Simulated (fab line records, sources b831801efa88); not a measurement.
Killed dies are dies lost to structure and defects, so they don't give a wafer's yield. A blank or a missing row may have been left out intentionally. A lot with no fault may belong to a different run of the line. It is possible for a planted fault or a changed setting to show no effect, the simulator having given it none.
fab line records || flow gf180mcu || part 2 of 2: steps 24 to 33 of 33
record {"lots": 5, "wafers": 15, "lastDay": 34}
route steps=602 shown V2@398 M3@409 V3@429
lots with no fault: from the same line, run without faults
startH: hours from the record's first day to the start of the lot's first wafer shown || waitH: hours since the lot's step before || " the same as in the row above || L1.1+2: several wafers, shown together as one row || - value missing, or start not given || * or withheld: withheld || < > ~ a bound
route shown NAME@n: names a module that has steps shown in the file, with the first one's number in the route || usual: average and standard deviation across the fault-free wafers || same: alike in all rows || chamber/n: place in a boat || sites: readings site by site || _std_site: standard deviation across them || _edge_site: inner sites' mean taken away from outer sites' mean || radiusMm: for every site, how far away it sits from the centre of the wafer || mask NAME#n: copy n || behind: the last tool/chamber to shape the wafer || hold: why the lot was held/for how many hours/how that ended || device: the n, p or np transistor that did not switch || end of line: the tests these same wafers got at the end of their route || a step without rows: its recipe alone || killed: dies that structure and defects cost at the first sort, which is not the same as the wafer's yield || map: a wafer's dies, marking killed ones x, the rest . and places with no die _
set.NAME: the run value of the setting; set.NAME@STEP: its run value at that earlier step || model.NAME: the simulator's own value behind a step, which no gauge read
certain route steps with their lots: each step a table, each wafer a row
services: from which hour (startH, from the record's first day; less than 0 if before it) a tool's chamber was out of use, for how many hours, and why
## steps
# step GF_M3_PEB_12
# recipe {"pebTempC": 135, "pebTimeS": 90, "resist": "KrF"}
# usual {"resistLineTempC": "22.98/0.13"}
{"lot.wafer": "L085.1", "tool": "lithoTrack-01", "chamber": 0, "startH": "-", "waitH": "-", "resistLineTempC": 22.94}
{"lot.wafer": "L085.2", "tool": "lithoTrack-01", "chamber": 0, "startH": "-", "waitH": "-", "resistLineTempC": 22.92}
{"lot.wafer": "L085.4", "tool": "lithoTrack-01", "chamber": 0, "startH": "-", "waitH": "-", "resistLineTempC": 22.85}
{"lot.wafer": "L088.3", "tool": "lithoTrack-04", "chamber": 0, "startH": "-", "waitH": "-", "resistLineTempC": 22.93}
{"lot.wafer": "L088.4", "tool": "lithoTrack-04", "chamber": 0, "startH": "-", "waitH": "-", "resistLineTempC": 22.93}
{"lot.wafer": "L088.5", "tool": "lithoTrack-04", "chamber": 0, "startH": "-", "waitH": "-", "resistLineTempC": 22.97}
{"lot.wafer": "L090.4", "tool": "lithoTrack-03", "chamber": 0, "startH": "-", "waitH": "-", "resistLineTempC": 22.85}
{"lot.wafer": "L090.5", "tool": "lithoTrack-03", "chamber": 0, "startH": "-", "waitH": "-", "resistLineTempC": 22.94}
{"lot.wafer": "L090.6", "tool": "lithoTrack-03", "chamber": 0, "startH": "-", "waitH": "-", "resistLineTempC": 22.90}
{"lot.wafer": "L092.3", "tool": "lithoTrack-03", "chamber": 0, "startH": "-", "waitH": "-", "resistLineTempC": 22.90}
{"lot.wafer": "L092.5", "tool": "lithoTrack-03", "chamber": 0, "startH": "-", "waitH": "-", "resistLineTempC": 22.96}
{"lot.wafer": "L092.6", "tool": "lithoTrack-03", "chamber": 0, "startH": "-", "waitH": "-", "resistLineTempC": 22.99}
{"lot.wafer": "L093.2", "tool": "lithoTrack-01", "chamber": 0, "startH": "-", "waitH": "-", "resistLineTempC": 23.03}
{"lot.wafer": "L093.3", "tool": "lithoTrack-01", "chamber": 0, "startH": "-", "waitH": "-", "resistLineTempC": 22.88}
{"lot.wafer": "L093.5", "tool": "lithoTrack-01", "chamber": 0, "startH": "-", "waitH": "-", "resistLineTempC": 22.91}
# step GF_M3_DEVELOP_13
# recipe {"developTimeS": 60, "devTempC": 21}
# usual {"resistLineTempC": "22.99/0.11"}
{"lot.wafer": "L085.1", "tool": "lithoTrack-01", "chamber": 0, "startH": 594.02, "waitH": 0.2, "resistLineTempC": 22.99}
{"lot.wafer": "L085.2", "tool": "lithoTrack-01", "chamber": 0, "startH": 594.02, "waitH": 0.2, "resistLineTempC": 22.87}
{"lot.wafer": "L085.4", "tool": "lithoTrack-01", "chamber": 0, "startH": 594.02, "waitH": 0.2, "resistLineTempC": 22.96}
{"lot.wafer": "L088.3", "tool": "lithoTrack-04", "chamber": 0, "startH": 617.10, "waitH": 0.1, "resistLineTempC": 23.12}
{"lot.wafer": "L088.4", "tool": "lithoTrack-04", "chamber": 0, "startH": 617.10, "waitH": 0.1, "resistLineTempC": 23.14}
{"lot.wafer": "L088.5", "tool": "lithoTrack-04", "chamber": 0, "startH": 617.10, "waitH": 0.1, "resistLineTempC": 23.09}
{"lot.wafer": "L090.4", "tool": "lithoTrack-03", "chamber": 0, "startH": 630.89, "waitH": 0.1, "resistLineTempC": 22.78}
{"lot.wafer": "L090.5", "tool": "lithoTrack-03", "chamber": 0, "startH": 630.89, "waitH": 0.1, "resistLineTempC": 22.92}
{"lot.wafer": "L090.6", "tool": "lithoTrack-03", "chamber": 0, "startH": 630.89, "waitH": 0.1, "resistLineTempC": 22.86}
{"lot.wafer": "L092.3", "tool": "lithoTrack-03", "chamber": 0, "startH": 639.92, "waitH": 0.1, "resistLineTempC": 23.13}
{"lot.wafer": "L092.5", "tool": "lithoTrack-03", "chamber": 0, "startH": 639.92, "waitH": 0.1, "resistLineTempC": 22.90}
{"lot.wafer": "L092.6", "tool": "lithoTrack-03", "chamber": 0, "startH": 639.92, "waitH": 0.1, "resistLineTempC": 22.73}
{"lot.wafer": "L093.2", "tool": "lithoTrack-01", "chamber": 0, "startH": 656.24, "waitH": 0.2, "resistLineTempC": 23.12}
{"lot.wafer": "L093.3", "tool": "lithoTrack-01", "chamber": 0, "startH": 656.24, "waitH": 0.2, "resistLineTempC": 23.01}
{"lot.wafer": "L093.5", "tool": "lithoTrack-01", "chamber": 0, "startH": 656.24, "waitH": 0.2, "resistLineTempC": 23.06}
# step GF_M3_CD_MEAS_14
# recipe {"targetCdNm": 280}
# usual {"cdNm": "280.0/1.3"}
{"lot.wafer": "L085.1", "tool": "cdSem-01", "chamber": "-", "startH": 594.17, "waitH": 0.1, "cdNm": 279.8}
{"lot.wafer": "L085.2", "tool": "cdSem-01", "chamber": "-", "startH": 594.17, "waitH": 0.1, "cdNm": 279.0}
{"lot.wafer": "L085.4", "tool": "cdSem-01", "chamber": "-", "startH": 594.17, "waitH": 0.1, "cdNm": 277.4}
{"lot.wafer": "L088.3", "tool": "cdSem-01", "chamber": "-", "startH": 617.24, "waitH": 0.1, "cdNm": 278.1}
{"lot.wafer": "L088.4", "tool": "cdSem-01", "chamber": "-", "startH": 617.24, "waitH": 0.1, "cdNm": 279.3}
{"lot.wafer": "L088.5", "tool": "cdSem-01", "chamber": "-", "startH": 617.24, "waitH": 0.1, "cdNm": 280.7}
{"lot.wafer": "L090.4", "tool": "cdSem-01", "chamber": "-", "startH": 631.03, "waitH": 0.1, "cdNm": 279.1}
{"lot.wafer": "L090.5", "tool": "cdSem-01", "chamber": "-", "startH": 631.03, "waitH": 0.1, "cdNm": 280.4}
{"lot.wafer": "L090.6", "tool": "cdSem-01", "chamber": "-", "startH": 631.03, "waitH": 0.1, "cdNm": 281.1}
{"lot.wafer": "L092.3", "tool": "cdSem-01", "chamber": "-", "startH": 640.06, "waitH": 0.1, "cdNm": 281.1}
{"lot.wafer": "L092.5", "tool": "cdSem-01", "chamber": "-", "startH": 640.06, "waitH": 0.1, "cdNm": 282.1}
{"lot.wafer": "L092.6", "tool": "cdSem-01", "chamber": "-", "startH": 640.06, "waitH": 0.1, "cdNm": 281.8}
{"lot.wafer": "L093.2", "tool": "cdSem-02", "chamber": "-", "startH": 656.39, "waitH": 0.1, "cdNm": 276.9}
{"lot.wafer": "L093.3", "tool": "cdSem-02", "chamber": "-", "startH": 656.39, "waitH": 0.1, "cdNm": 278.8}
{"lot.wafer": "L093.5", "tool": "cdSem-02", "chamber": "-", "startH": 656.39, "waitH": 0.1, "cdNm": 277.3}
# step GF_M3_OVL_MEAS_15
# usual {"M3_OVL": "-4/5.5"}
{"lot.wafer": "L085.1", "tool": "overlay-01", "chamber": "-", "startH": 594.29, "waitH": 0.1, "M3_OVL[nm]": -10}
{"lot.wafer": "L085.2", "tool": "overlay-01", "chamber": "-", "startH": 594.29, "waitH": 0.1, "M3_OVL[nm]": -8}
{"lot.wafer": "L085.4", "tool": "overlay-01", "chamber": "-", "startH": 594.29, "waitH": 0.1, "M3_OVL[nm]": -6}
{"lot.wafer": "L088.3", "tool": "overlay-02", "chamber": "-", "startH": 617.33, "waitH": 0.1, "M3_OVL[nm]": -6}
{"lot.wafer": "L088.4", "tool": "overlay-02", "chamber": "-", "startH": 617.33, "waitH": 0.1, "M3_OVL[nm]": -8}
{"lot.wafer": "L088.5", "tool": "overlay-02", "chamber": "-", "startH": 617.33, "waitH": 0.1, "M3_OVL[nm]": -7}
{"lot.wafer": "L090.4", "tool": "overlay-02", "chamber": "-", "startH": 631.11, "waitH": 0.1, "M3_OVL[nm]": -3}
{"lot.wafer": "L090.5", "tool": "overlay-02", "chamber": "-", "startH": 631.11, "waitH": 0.1, "M3_OVL[nm]": -14}
{"lot.wafer": "L090.6", "tool": "overlay-02", "chamber": "-", "startH": 631.11, "waitH": 0.1, "M3_OVL[nm]": -9}
{"lot.wafer": "L092.3", "tool": "overlay-02", "chamber": "-", "startH": 640.15, "waitH": 0.1, "M3_OVL[nm]": -7}
{"lot.wafer": "L092.5", "tool": "overlay-02", "chamber": "-", "startH": 640.15, "waitH": 0.1, "M3_OVL[nm]": -11}
{"lot.wafer": "L092.6", "tool": "overlay-02", "chamber": "-", "startH": 640.15, "waitH": 0.1, "M3_OVL[nm]": -2}
{"lot.wafer": "L093.2", "tool": "overlay-02", "chamber": "-", "startH": 656.49, "waitH": 0.1, "M3_OVL[nm]": -5}
{"lot.wafer": "L093.3", "tool": "overlay-02", "chamber": "-", "startH": 656.49, "waitH": 0.1, "M3_OVL[nm]": -3}
{"lot.wafer": "L093.5", "tool": "overlay-02", "chamber": "-", "startH": 656.49, "waitH": 0.1, "M3_OVL[nm]": -3}
# step GF_M3_METAL_ETCH_16
# recipe {"chemistry": "Cl2/BCl3", "maskMaterial": "KrF", "targetDepthNm": 750.8, "stopOn": "SiO2", "pressureMtorr": 8, "icpW": 800, "biasW": 140, "Cl2_flow_sccm": 80, "bcl3FlowSccm": 40, "timeS": 125.1}
# usual {"drypumpMotorCurrentA": "5.8/0.33", "oesProductAu": "0.995/0.0055", "throttleValvePct": "28.226/0.01"}
{"lot.wafer": "L085.1", "tool": "rieMetal-04", "chamber": 1, "startH": 594.32, "waitH": 0.0, "drypumpMotorCurrentA": 5.8, "oesProductAu": 0.997, "rfHoursCounterH": 8, "throttleValvePct": 28.226}
{"lot.wafer": "L085.2", "tool": "rieMetal-04", "chamber": 0, "startH": 594.32, "waitH": 0.0, "drypumpMotorCurrentA": 5.7, "oesProductAu": 0.993, "rfHoursCounterH": 6, "throttleValvePct": 28.229}
{"lot.wafer": "L085.4", "tool": "rieMetal-04", "chamber": 0, "startH": 594.32, "waitH": 0.0, "drypumpMotorCurrentA": 5.6, "oesProductAu": 0.994, "rfHoursCounterH": "-", "throttleValvePct": 28.221}
{"lot.wafer": "L088.3", "tool": "rieMetal-04", "chamber": 0, "startH": 617.40, "waitH": 0.1, "drypumpMotorCurrentA": 5.7, "oesProductAu": 1.001, "rfHoursCounterH": "-", "throttleValvePct": 28.226}
{"lot.wafer": "L088.4", "tool": "rieMetal-04", "chamber": 1, "startH": 617.40, "waitH": 0.1, "drypumpMotorCurrentA": 5.8, "oesProductAu": 0.992, "rfHoursCounterH": "-", "throttleValvePct": 28.222}
{"lot.wafer": "L088.5", "tool": "rieMetal-04", "chamber": 1, "startH": 617.40, "waitH": 0.1, "drypumpMotorCurrentA": 5.8, "oesProductAu": 1.002, "rfHoursCounterH": "-", "throttleValvePct": 28.209}
{"lot.wafer": "L090.4", "tool": "rieMetal-01", "chamber": 0, "startH": 631.25, "waitH": 0.1, "drypumpMotorCurrentA": 6.2, "oesProductAu": 0.993, "rfHoursCounterH": "-", "throttleValvePct": 28.241}
{"lot.wafer": "L090.5", "tool": "rieMetal-01", "chamber": 0, "startH": 631.25, "waitH": 0.1, "drypumpMotorCurrentA": 6.2, "oesProductAu": 0.989, "rfHoursCounterH": "-", "throttleValvePct": 28.221}
{"lot.wafer": "L090.6", "tool": "rieMetal-01", "chamber": 0, "startH": 631.25, "waitH": 0.1, "drypumpMotorCurrentA": 6.2, "oesProductAu": 0.987, "rfHoursCounterH": "-", "throttleValvePct": 28.244}
{"lot.wafer": "L092.3", "tool": "rieMetal-03", "chamber": 1, "startH": 640.26, "waitH": 0.1, "drypumpMotorCurrentA": 5.6, "oesProductAu": 0.986, "rfHoursCounterH": "-", "throttleValvePct": 28.227}
{"lot.wafer": "L092.5", "tool": "rieMetal-03", "chamber": 1, "startH": 640.26, "waitH": 0.1, "drypumpMotorCurrentA": 5.6, "oesProductAu": 0.995, "rfHoursCounterH": "-", "throttleValvePct": 28.238}
{"lot.wafer": "L092.6", "tool": "rieMetal-03", "chamber": 1, "startH": 640.26, "waitH": 0.1, "drypumpMotorCurrentA": 5.6, "oesProductAu": 0.998, "rfHoursCounterH": "-", "throttleValvePct": 28.218}
{"lot.wafer": "L093.2", "tool": "rieMetal-01", "chamber": 0, "startH": 656.52, "waitH": 0.0, "drypumpMotorCurrentA": 6.2, "oesProductAu": 0.991, "rfHoursCounterH": 5, "throttleValvePct": 28.244}
{"lot.wafer": "L093.3", "tool": "rieMetal-01", "chamber": 1, "startH": 656.52, "waitH": 0.0, "drypumpMotorCurrentA": 5.3, "oesProductAu": 0.985, "rfHoursCounterH": "-", "throttleValvePct": 28.227}
{"lot.wafer": "L093.5", "tool": "rieMetal-01", "chamber": 1, "startH": 656.52, "waitH": 0.0, "drypumpMotorCurrentA": 5.3, "oesProductAu": 0.997, "rfHoursCounterH": "-", "throttleValvePct": 28.218}
# step GF_M3_STRIP_17
# recipe {"chemistry": "O2/N2", "powerW": 1400, "pressureMtorr": 1500, "platenTempC": 250, "o2FlowSccm": 3000, "n2FlowSccm": 300, "overashFraction": 0.5}
# usual {"drypumpMotorCurrentA": "6.1/0.35", "heaterPowerW": "325/34", "oesProductAu": "0.535/0.0051", "stripTimeToEndpointS": "7.32/0.051"}
{"lot.wafer": "L085.1", "tool": "plasmaAsher-04", "chamber": 1, "startH": 594.45, "waitH": 0.1, "drypumpMotorCurrentA": 6.2, "heaterPowerW": 340, "oesProductAu": 0.532, "rfHoursCounterH": 79, "stripTimeToEndpointS": 7.40}
{"lot.wafer": "L085.2", "tool": "plasmaAsher-04", "chamber": 0, "startH": 594.45, "waitH": 0.1, "drypumpMotorCurrentA": 5.7, "heaterPowerW": 361, "oesProductAu": 0.543, "rfHoursCounterH": 79, "stripTimeToEndpointS": 7.34}
{"lot.wafer": "L085.4", "tool": "plasmaAsher-04", "chamber": 0, "startH": 594.45, "waitH": 0.1, "drypumpMotorCurrentA": 5.7, "heaterPowerW": 356, "oesProductAu": 0.539, "rfHoursCounterH": "-", "stripTimeToEndpointS": 7.34}
{"lot.wafer": "L088.3", "tool": "plasmaAsher-03", "chamber": 0, "startH": 617.52, "waitH": 0.1, "drypumpMotorCurrentA": 6.6, "heaterPowerW": 285, "oesProductAu": 0.538, "rfHoursCounterH": "-", "stripTimeToEndpointS": 7.28}
{"lot.wafer": "L088.4", "tool": "plasmaAsher-03", "chamber": 1, "startH": 617.52, "waitH": 0.1, "drypumpMotorCurrentA": 5.7, "heaterPowerW": 367, "oesProductAu": 0.535, "rfHoursCounterH": "-", "stripTimeToEndpointS": 7.28}
{"lot.wafer": "L088.5", "tool": "plasmaAsher-03", "chamber": 0, "startH": 617.52, "waitH": 0.1, "drypumpMotorCurrentA": 6.6, "heaterPowerW": 290, "oesProductAu": 0.533, "rfHoursCounterH": "-", "stripTimeToEndpointS": 7.29}
{"lot.wafer": "L090.4", "tool": "plasmaAsher-04", "chamber": 0, "startH": 631.42, "waitH": 0.1, "drypumpMotorCurrentA": 5.7, "heaterPowerW": 356, "oesProductAu": 0.533, "rfHoursCounterH": "-", "stripTimeToEndpointS": 7.42}
{"lot.wafer": "L090.5", "tool": "plasmaAsher-04", "chamber": 1, "startH": 631.42, "waitH": 0.1, "drypumpMotorCurrentA": 6.3, "heaterPowerW": 332, "oesProductAu": 0.537, "rfHoursCounterH": "-", "stripTimeToEndpointS": 7.35}
{"lot.wafer": "L090.6", "tool": "plasmaAsher-04", "chamber": 0, "startH": 631.42, "waitH": 0.1, "drypumpMotorCurrentA": 5.7, "heaterPowerW": 359, "oesProductAu": 0.545, "rfHoursCounterH": "-", "stripTimeToEndpointS": 7.42}
{"lot.wafer": "L092.3", "tool": "plasmaAsher-03", "chamber": 0, "startH": 640.47, "waitH": 0.2, "drypumpMotorCurrentA": 6.6, "heaterPowerW": 281, "oesProductAu": 0.527, "rfHoursCounterH": "-", "stripTimeToEndpointS": 7.32}
{"lot.wafer": "L092.5", "tool": "plasmaAsher-03", "chamber": 1, "startH": 640.47, "waitH": 0.2, "drypumpMotorCurrentA": 5.7, "heaterPowerW": 376, "oesProductAu": 0.529, "rfHoursCounterH": "-", "stripTimeToEndpointS": 7.33}
{"lot.wafer": "L092.6", "tool": "plasmaAsher-03", "chamber": 0, "startH": 640.47, "waitH": 0.2, "drypumpMotorCurrentA": 6.5, "heaterPowerW": 292, "oesProductAu": 0.533, "rfHoursCounterH": "-", "stripTimeToEndpointS": 7.28}
{"lot.wafer": "L093.2", "tool": "plasmaAsher-03", "chamber": 1, "startH": 656.65, "waitH": 0.1, "drypumpMotorCurrentA": 5.7, "heaterPowerW": 384, "oesProductAu": 0.530, "rfHoursCounterH": 26, "stripTimeToEndpointS": 7.40}
{"lot.wafer": "L093.3", "tool": "plasmaAsher-03", "chamber": 0, "startH": 656.65, "waitH": 0.1, "drypumpMotorCurrentA": 6.6, "heaterPowerW": 286, "oesProductAu": 0.532, "rfHoursCounterH": "-", "stripTimeToEndpointS": 7.38}
{"lot.wafer": "L093.5", "tool": "plasmaAsher-03", "chamber": 1, "startH": 656.65, "waitH": 0.1, "drypumpMotorCurrentA": 5.7, "heaterPowerW": 370, "oesProductAu": 0.538, "rfHoursCounterH": "-", "stripTimeToEndpointS": 7.37}
# step GF_M3_STRIP_18
# recipe {"chemistry": "postEtchResidueRemover", "timeS": 1200, "tempC": 72.5}
{"lot.wafer": "L085.1+2+4", "tool": "wetBench-03", "chamber": 2, "startH": 594.55, "waitH": 0.1}
{"lot.wafer": "L088.3+4+5", "tool": "wetBench-02", "chamber": 2, "startH": 617.58, "waitH": 0.0}
{"lot.wafer": "L090.4+5+6", "tool": "wetBench-03", "chamber": 0, "startH": 631.48, "waitH": 0.0}
{"lot.wafer": "L092.3+5+6", "tool": "wetBench-03", "chamber": 3, "startH": 640.53, "waitH": 0.0}
{"lot.wafer": "L093.2+3+5", "tool": "wetBench-02", "chamber": 1, "startH": 656.75, "waitH": 0.1}
# step GF_M3_CLEAN_19
# recipe {"chemistry": "DIW", "dry": "n2Spin"}
{"lot.wafer": "L085.1+2+4", "tool": "wetBench-01", "chamber": 0, "startH": 594.89, "waitH": 0.0}
{"lot.wafer": "L088.3+4+5", "tool": "wetBench-03", "chamber": 0, "startH": 617.99, "waitH": 0.0}
{"lot.wafer": "L090.4+5+6", "tool": "wetBench-01", "chamber": 0, "startH": 631.86, "waitH": 0.0}
{"lot.wafer": "L092.3+5+6", "tool": "wetBench-02", "chamber": 2, "startH": 640.87, "waitH": 0.0}
{"lot.wafer": "L093.2+3+5", "tool": "wetBench-01", "chamber": 3, "startH": 657.09, "waitH": 0.0}
# step GF_V3_CVD_00
# recipe {"material": "SiO2", "targetThkNm": 600, "sigmaOpenFrac": 0.3, "tempC": 400, "timeS": 100, "sih4FlowSccm": 60, "pressureMtorr": 6}
{"lot.wafer": "L085.1+2+4", "tool": "hdpcvd-01", "chamber": "1,0,2", "startH": 594.98, "waitH": 0.0}
{"lot.wafer": "L088.3+4+5", "tool": "hdpcvd-01", "chamber": "0,0,2", "startH": 618.09, "waitH": 0.0}
{"lot.wafer": "L090.4+5+6", "tool": "hdpcvd-02", "chamber": "2,0,1", "startH": 631.98, "waitH": 0.0}
{"lot.wafer": "L092.3+5+6", "tool": "hdpcvd-01", "chamber": "2,1,0", "startH": 640.97, "waitH": 0.0}
{"lot.wafer": "L093.2+3+5", "tool": "hdpcvd-02", "chamber": "2,0,1", "startH": 657.18, "waitH": 0.0}
# step GF_V3_THK_MEAS_01
# recipe {"reads": "SiO2_of_V3_CVD_00"}
# usual {"V3_CVD_00_THK": "604/7.1"}
{"lot.wafer": "L085.1", "tool": "filmMetro-03", "chamber": "-", "startH": 595.06, "waitH": 0.0, "V3_CVD_00_THK[nm]": 601}
{"lot.wafer": "L085.2", "tool": "filmMetro-03", "chamber": "-", "startH": 595.06, "waitH": 0.0, "V3_CVD_00_THK[nm]": 601}
{"lot.wafer": "L085.4", "tool": "filmMetro-03", "chamber": "-", "startH": 595.06, "waitH": 0.0, "V3_CVD_00_THK[nm]": 601}
{"lot.wafer": "L088.3", "tool": "filmMetro-04", "chamber": "-", "startH": 618.18, "waitH": 0.1, "V3_CVD_00_THK[nm]": 600}
{"lot.wafer": "L088.4", "tool": "filmMetro-04", "chamber": "-", "startH": 618.18, "waitH": 0.1, "V3_CVD_00_THK[nm]": 601}
{"lot.wafer": "L088.5", "tool": "filmMetro-04", "chamber": "-", "startH": 618.18, "waitH": 0.1, "V3_CVD_00_THK[nm]": 602}
{"lot.wafer": "L090.4", "tool": "filmMetro-02", "chamber": "-", "startH": 632.05, "waitH": 0.0, "V3_CVD_00_THK[nm]": 603}
{"lot.wafer": "L090.5", "tool": "filmMetro-02", "chamber": "-", "startH": 632.05, "waitH": 0.0, "V3_CVD_00_THK[nm]": 610}
{"lot.wafer": "L090.6", "tool": "filmMetro-02", "chamber": "-", "startH": 632.05, "waitH": 0.0, "V3_CVD_00_THK[nm]": 615}
{"lot.wafer": "L092.3", "tool": "filmMetro-02", "chamber": "-", "startH": 641.07, "waitH": 0.1, "V3_CVD_00_THK[nm]": 601}
{"lot.wafer": "L092.5", "tool": "filmMetro-02", "chamber": "-", "startH": 641.07, "waitH": 0.1, "V3_CVD_00_THK[nm]": 600}
{"lot.wafer": "L092.6", "tool": "filmMetro-02", "chamber": "-", "startH": 641.07, "waitH": 0.1, "V3_CVD_00_THK[nm]": 600}
{"lot.wafer": "L093.2", "tool": "filmMetro-04", "chamber": "-", "startH": 657.27, "waitH": 0.0, "V3_CVD_00_THK[nm]": 606}
{"lot.wafer": "L093.3", "tool": "filmMetro-04", "chamber": "-", "startH": 657.27, "waitH": 0.0, "V3_CVD_00_THK[nm]": 607}
{"lot.wafer": "L093.5", "tool": "filmMetro-04", "chamber": "-", "startH": 657.27, "waitH": 0.0, "V3_CVD_00_THK[nm]": 610}
## services
{"tool": "hdpcvd-01", "chamber": "-", "startH": 548.53, "hours": 15.0, "kind": "pm"}
{"tool": "cvdW-01", "chamber": "-", "startH": 550.05, "hours": 6.9, "kind": "pm"}
{"tool": "cmp-01", "chamber": "-", "startH": 558.18, "hours": 1.6, "kind": "repair"}
{"tool": "wetBench-04", "chamber": "-", "startH": 563.26, "hours": 2.6, "kind": "repair"}
{"tool": "rieDiel-01", "chamber": "-", "startH": 564.43, "hours": 2.8, "kind": "pm"}
{"tool": "cmp-02", "chamber": "-", "startH": 565.61, "hours": 5.8, "kind": "pm"}
{"tool": "cmp-01", "chamber": "-", "startH": 572.00, "hours": 4.0, "kind": "pm"}
{"tool": "hdpcvd-01", "chamber": "-", "startH": 580.73, "hours": 2.4, "kind": "repair"}
{"tool": "krfScanner-02", "chamber": "-", "startH": 581.71, "hours": 1.3, "kind": "pm"}
{"tool": "cvdW-01", "chamber": "-", "startH": 589.85, "hours": 0.6, "kind": "repair"}
{"tool": "krfScanner-01", "chamber": "-", "startH": 590.24, "hours": 0.6, "kind": "repair"}
{"tool": "krfScanner-02", "chamber": "-", "startH": 597.55, "hours": 3.5, "kind": "repair"}
{"tool": "cvdW-01", "chamber": 1, "startH": 598.40, "hours": 9.7, "kind": "repair"}
{"tool": "rieMetal-01", "chamber": "-", "startH": 608.41, "hours": 0.3, "kind": "repair"}
{"tool": "krfScanner-02", "chamber": "-", "startH": 613.96, "hours": 0.4, "kind": "repair"}
{"tool": "cmp-02", "chamber": "-", "startH": 614.77, "hours": 1.3, "kind": "repair"}
{"tool": "pvdSputter-03", "chamber": "-", "startH": 617.75, "hours": 32.9, "kind": "repair"}
{"tool": "pvdSputter-04", "chamber": "-", "startH": 619.33, "hours": 3.0, "kind": "repair"}
{"tool": "rieDiel-03", "chamber": 3, "startH": 636.18, "hours": 53.2, "kind": "repair"}
{"tool": "pvdSputter-01", "chamber": "-", "startH": 636.26, "hours": 2.1, "kind": "repair"}
{"tool": "pvdSputter-02", "chamber": "-", "startH": 644.01, "hours": 3.3, "kind": "repair"}
{"tool": "cmp-01", "chamber": "-", "startH": 655.27, "hours": 5.2, "kind": "pm"}
{"tool": "cvdW-01", "chamber": "-", "startH": 656.10, "hours": 2.8, "kind": "pm"}
{"tool": "rieDiel-01", "chamber": 0, "startH": 656.40, "hours": 23.0, "kind": "repair"}
